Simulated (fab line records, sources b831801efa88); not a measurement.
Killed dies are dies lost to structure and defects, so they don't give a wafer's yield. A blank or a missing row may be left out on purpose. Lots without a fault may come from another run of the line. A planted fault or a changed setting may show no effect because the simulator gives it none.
Which tool did it? | flow gf180mcu | 11 lots, 33 wafers sampled, at 2 steps of a route of 602

WHAT THE GAUGES READ, wafer by wafer
GF_V3_RS_MEAS_24: measures by four-point-probe.
lot  | measured     | on            | V3_W_RS (ohm/sq)
L863 | day 22 07:42 | film_metro-03 | 0.335 0.332 0.331
L868 | day 24 05:25 | film_metro-01 | 0.327 0.327 0.329
L869 | day 24 13:59 | film_metro-01 | 0.330 0.327 0.325
L870 | day 25 00:15 | film_metro-01 | 0.326 0.325 0.322
L872 | day 25 17:14 | film_metro-01 | 0.330 0.324 0.330
L873 | day 25 23:23 | film_metro-03 | 0.324 0.221 0.324
L874 | day 26 04:29 | film_metro-01 | 0.224 0.329 0.224
L875 | day 26 12:29 | film_metro-03 | 0.322 0.223 0.324
L883 | day 28 21:38 | film_metro-03 | 0.327 0.327 0.326
L884 | day 29 04:38 | film_metro-02 | 0.329 0.330 0.330
L886 | day 29 19:25 | film_metro-02 | 0.327 0.329 0.327

WHICH TOOL RAN EACH LOT (tool, then ch and the chambers of the sampled wafers, then the start)
lot  | GF_V3_CVD_23
L863 | cvd_w-02 ch 0,1, day 22 07:34
L868 | cvd_w-01 ch 0,1, day 24 05:17
L869 | cvd_w-01 ch 0,1, day 24 13:52
L870 | cvd_w-01 ch 0,1, day 25 00:08
L872 | cvd_w-01 ch 0,1, day 25 17:07
L873 | cvd_w-01 ch 0,1, day 25 23:16
L874 | cvd_w-01 ch 0,1, day 26 04:22
L875 | cvd_w-01 ch 0,1, day 26 12:22
L883 | cvd_w-01 ch 0,1, day 28 21:31
L884 | cvd_w-02 ch 1, day 29 04:31
L886 | cvd_w-01 ch 0,1, day 29 19:17
- GF_V3_CVD_23: deposits W, target thk 350 nm, time 104.9 s.

THE ANSWER, worked out from the rows above alone
Rule: what is usual is taken from the lots themselves. Put in order of their means at a reading, lots are off if they are a third of the lots or fewer, leave a main group of 4 or more, and stand apart from it by a gap of 3 or more times the standard deviation of the main group's means; of several such gaps the widest counts. A main group whose means are all the same, to the digits that the tables above print for the reading, isn't used. A lot without any number at a reading at which 4 lots or more have one is off too. The other lots that the step has rows for count as sound.
Off: L873, L874, L875, at GF_V3_RS_MEAS_24 (V3_W_RS). The main group: mean 0.328 ohm/sq, standard deviation 0.0022.
A tool fits if, at a process step before that reading, it ran every lot that is off, and no sound lot after the first of them. The gauges at GF_V3_RS_MEAS_24 are tried like those tools. None of those tried fits.

WHAT THE SIMULATOR HAD PUT IN
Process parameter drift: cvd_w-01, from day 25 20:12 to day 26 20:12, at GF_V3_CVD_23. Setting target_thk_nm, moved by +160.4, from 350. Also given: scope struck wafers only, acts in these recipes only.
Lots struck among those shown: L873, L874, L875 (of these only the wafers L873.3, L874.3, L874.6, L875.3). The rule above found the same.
